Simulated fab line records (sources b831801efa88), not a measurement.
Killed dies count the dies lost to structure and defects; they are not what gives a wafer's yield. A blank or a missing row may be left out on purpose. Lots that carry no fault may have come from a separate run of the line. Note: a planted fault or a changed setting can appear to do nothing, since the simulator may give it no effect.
A sampling plan put to the test -- flow sky130 -- one line in one fab, 12 faults in these records, each fault weighed on the records of the lots it struck
The line's own looks make up the plan; these are the steps of the route where a gauge or inspection reads the wafer and leaves it unchanged. Where struck wafers have a number at a look and the file lists that look's usual mean and standard deviation on fault-free wafers, the look can be judged. Caught: at a look after the fault's first step, the mean of the struck wafers lies 4 or more of those standard deviations (sigma) from the usual mean. On the tool: here the same test is run on the tool's own readings at the fault's steps. Another recipe on the struck wafers, or a record that is blank for them alone, also counts as caught.

THE FAULTS, as the simulator had put them in
1. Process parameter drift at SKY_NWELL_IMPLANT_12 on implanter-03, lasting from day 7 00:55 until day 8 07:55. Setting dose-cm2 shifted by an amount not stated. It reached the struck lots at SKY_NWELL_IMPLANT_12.
2. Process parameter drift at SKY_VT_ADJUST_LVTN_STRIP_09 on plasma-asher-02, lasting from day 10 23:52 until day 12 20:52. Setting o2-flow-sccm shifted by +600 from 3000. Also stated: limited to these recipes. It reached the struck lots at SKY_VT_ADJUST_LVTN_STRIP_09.
3. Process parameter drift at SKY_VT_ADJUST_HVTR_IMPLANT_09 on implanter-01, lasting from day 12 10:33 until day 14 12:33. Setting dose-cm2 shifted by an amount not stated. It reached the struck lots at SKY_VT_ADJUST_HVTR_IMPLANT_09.
4. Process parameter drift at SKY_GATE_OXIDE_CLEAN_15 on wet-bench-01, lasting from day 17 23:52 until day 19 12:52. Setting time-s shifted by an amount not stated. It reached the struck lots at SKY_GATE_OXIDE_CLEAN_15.
5. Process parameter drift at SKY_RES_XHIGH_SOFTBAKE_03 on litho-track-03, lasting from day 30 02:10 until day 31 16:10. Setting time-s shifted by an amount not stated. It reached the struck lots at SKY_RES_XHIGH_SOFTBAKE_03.
6. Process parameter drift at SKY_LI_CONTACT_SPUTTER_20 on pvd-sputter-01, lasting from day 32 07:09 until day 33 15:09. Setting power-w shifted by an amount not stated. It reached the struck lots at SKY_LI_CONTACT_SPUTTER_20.
7. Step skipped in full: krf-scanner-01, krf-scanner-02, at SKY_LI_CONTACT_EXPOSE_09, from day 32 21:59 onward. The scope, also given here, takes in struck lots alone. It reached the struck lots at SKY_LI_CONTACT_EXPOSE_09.
8. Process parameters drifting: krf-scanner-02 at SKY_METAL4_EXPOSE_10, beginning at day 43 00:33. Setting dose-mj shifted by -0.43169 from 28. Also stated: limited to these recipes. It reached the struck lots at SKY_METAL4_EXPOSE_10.
9. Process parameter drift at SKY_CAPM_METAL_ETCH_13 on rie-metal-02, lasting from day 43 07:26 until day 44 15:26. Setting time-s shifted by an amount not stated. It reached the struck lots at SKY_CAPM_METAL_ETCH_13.
10. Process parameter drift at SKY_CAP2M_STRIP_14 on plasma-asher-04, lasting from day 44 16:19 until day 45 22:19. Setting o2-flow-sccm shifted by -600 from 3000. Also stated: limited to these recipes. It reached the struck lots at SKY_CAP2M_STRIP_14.
11. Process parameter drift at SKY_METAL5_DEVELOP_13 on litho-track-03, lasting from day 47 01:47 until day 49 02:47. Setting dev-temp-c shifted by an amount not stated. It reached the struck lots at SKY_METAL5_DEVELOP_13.
12. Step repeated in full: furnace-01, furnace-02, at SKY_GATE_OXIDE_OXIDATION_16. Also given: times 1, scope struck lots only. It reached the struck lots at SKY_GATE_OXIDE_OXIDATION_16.

WHAT THE PLAN SAW
fault,on the tool itself,first look that catches it,"reading, sigma",median hours from its first step to that look,hours from the fault's start to the first struck lot there,judged looks passed uncaught
1,dose-ions-cm2 +92 sigma,not the one look that can be judged after it,-,-,-,1
2,o2-flow-sccm +65 sigma,none of the 2 looks that can be judged after it,-,-,-,2
3,dose-ions-cm2 -20 sigma,not the one look that can be judged after it,-,-,-,1
4,run-length-s +6.8 sigma,no look after it can be judged,-,-,-,0
5,run-length-s +99 or beyond sigma,not the one look that can be judged after it,-,-,-,1
6,cathode-dc-power-W -99 or beyond sigma,not the one look that can be judged after it,-,-,-,1
7,no reading that can be judged,no look after it can be judged,-,-,-,0
8,exposure-dose-mJ-cm2 -10 sigma,no look after it can be judged,-,-,-,0
9,only faintly: run-length-s +3.9 sigma,no look after it can be judged,-,-,-,0
10,o2-flow-sccm -67 sigma,no look after it can be judged,-,-,-,0
11,developer-temp-C +24 sigma,no look after it can be judged,-,-,-,0
12,under 2 sigma,not the one look that can be judged after it,-,-,-,1
A dash: the fault isn't caught, or these records don't give the number.

Caught at a look: 0 of 12. Caught on the tool: 9 of 12. By one or the other: 9 of 12.
Caught on the tool alone: faults 1, 2, 3, 4, 5, 6, 8, 10, 11.
Caught by neither: faults 7, 9, 12.
